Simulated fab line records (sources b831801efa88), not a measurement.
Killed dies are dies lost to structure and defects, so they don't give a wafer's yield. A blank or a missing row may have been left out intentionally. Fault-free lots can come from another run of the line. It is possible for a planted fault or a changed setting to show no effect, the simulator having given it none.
Which tool did it? + flow gf180mcu + 15 lots with 45 wafers sampled at 3 steps, on a route of 602 steps

## WHAT THE GAUGES READ, wafer by wafer
GF_NWELL_TW_MEAS_11.
| lot  | measured    | on            | NWELL_TW       |
|------|-------------|---------------|----------------|
| L769 | day 3 07:43 | film-metro-04 | 1586 1594 1588 |
| L770 | day 3 13:14 | film-metro-02 | 1575 1585 1580 |
| L771 | day 3 17:55 | film-metro-02 | 1580 1573 1582 |
| L773 | day 4 05:17 | film-metro-04 | 1588 1576 1589 |
| L774 | day 4 10:55 | film-metro-01 | 1559 1552 1551 |
| L775 | day 4 15:32 | film-metro-02 | 1600 1583 1581 |
| L776 | day 4 23:10 | film-metro-04 | 1584 1588 1579 |
| L778 | day 5 08:32 | film-metro-02 | 1574 1577 1586 |
| L779 | day 5 14:19 | film-metro-01 | 1562 1564 1566 |
| L781 | day 6 01:55 | film-metro-01 | 1571 1574 1567 |
| L782 | day 6 07:02 | film-metro-01 | 1562 1565 1568 |
| L784 | day 6 17:53 | film-metro-02 | 1576 1579 1580 |
| L787 | day 7 10:25 | film-metro-01 | 1554 1553 1557 |
| L788 | day 7 15:43 | film-metro-04 | 1596 1587 1585 |
| L789 | day 7 22:25 | film-metro-04 | 1590 1591 1586 |

GF_MVPSD_OVL_MEAS_07.
| lot  | measured     | on         | MVPSD_OVL (nm) |
|------|--------------|------------|----------------|
| L769 | day 5 00:22  | overlay-02 | -0.6 -1.3 0.2  |
| L770 | day 5 06:38  | overlay-01 | -0.6 -0.4 0.1  |
| L771 | day 5 11:19  | overlay-02 | -0.2 -1.5 -1.8 |
| L773 | day 6 00:47  | overlay-01 | -0.4 -1.1 -0.6 |
| L774 | day 6 06:50  | overlay-01 | 1.1 0.2 0.7    |
| L775 | day 6 11:18  | overlay-01 | 0.7 -0.1 0.3   |
| L776 | day 6 19:14  | overlay-02 | -3.0 -0.7 -2.3 |
| L778 | day 7 06:44  | overlay-01 | 0.1 -0.6 0.2   |
| L779 | day 7 12:38  | overlay-02 | -3.5 -2.3 -1.8 |
| L781 | day 8 00:23  | overlay-02 | 0.3 0.0 -2.1   |
| L782 | day 8 05:44  | overlay-02 | -2.3 -2.9 -2.4 |
| L784 | day 8 17:20  | overlay-01 | -0.7 -1.1 1.6  |
| L787 | day 9 10:43  | overlay-01 | -2.8 -3.5 -2.8 |
| L788 | day 9 19:14  | overlay-01 | 2.3 1.5 2.2    |
| L789 | day 10 02:19 | overlay-02 | 0.6 -0.1 0.2   |

GF_VT_IMPLANT_OVL_MEAS_18.
| lot  | measured     | on         | VT_IMPLANT_01_OVL (nm) |
|------|--------------|------------|------------------------|
| L769 | day 6 06:50  | overlay-02 | 0.1 1.3 0.9            |
| L770 | day 6 12:05  | overlay-01 | -0.1 -0.4 -1.1         |
| L771 | day 6 17:44  | overlay-02 | -3.6 -4.2 -4.0         |
| L773 | day 7 07:56  | overlay-02 | -0.1 2.2 2.1           |
| L774 | day 7 13:37  | overlay-02 | -0.1 -1.7 -2.0         |
| L775 | day 7 17:39  | overlay-02 | -1.8 -1.1 -0.8         |
| L776 | day 8 03:20  | overlay-01 | -0.2 -1.9 -1.2         |
| L778 | day 8 16:23  | overlay-01 | -0.2 -0.7 -2.3         |
| L779 | day 8 21:32  | overlay-02 | -1.1 -0.7 -0.6         |
| L781 | day 9 09:23  | overlay-02 | -3.3 -3.8 -2.9         |
| L782 | day 9 15:38  | overlay-02 | -1.7 -1.0 -1.3         |
| L784 | day 10 03:53 | overlay-01 | -0.7 -1.4 -0.9         |
| L787 | day 10 22:44 | overlay-02 | -1.3 -0.8 -1.4         |
| L788 | day 11 08:02 | overlay-01 | 0.1 0.9 1.2            |
| L789 | day 11 15:19 | overlay-01 | 1.0 -1.0 1.2           |

## WHICH TOOL RAN EACH LOT (tool, then ch and the chambers of the sampled wafers, then the start)
The record holds no process step before these readings.

## WHAT THE TOOLS THEMSELVES READ (means of the sampled wafers that have a number; where no wafer has one, the mark that the record gives instead)
The record holds no such reading with a usual standard deviation.

## THE ANSWER, worked out from the rows above alone
Rule: what is usual is taken from the lots themselves. Put in order of their means at a reading, lots are off if they are a third of the lots or fewer, leave a main group of 4 or more, and stand apart from it by a gap of 3 or more times the standard deviation of the main group's means; of several such gaps the widest counts. A main group is skipped when, at the precision printed for the reading in the tables above, its means are all equal. Also off: a lot with no number at a reading for which 4 or more lots have one. The other lots that the step has rows for count as sound. First the gauges in route order, then the tools' own readings, where a lot's mean is used as printed above. The first step at which some lot is off is used, and at that step the reading that is off furthest; a lot without a number counts as furthest.
Across all readings shown, no lot is off: no conclusion can be drawn from this.

## WHAT THE SIMULATOR HAD INSERTED
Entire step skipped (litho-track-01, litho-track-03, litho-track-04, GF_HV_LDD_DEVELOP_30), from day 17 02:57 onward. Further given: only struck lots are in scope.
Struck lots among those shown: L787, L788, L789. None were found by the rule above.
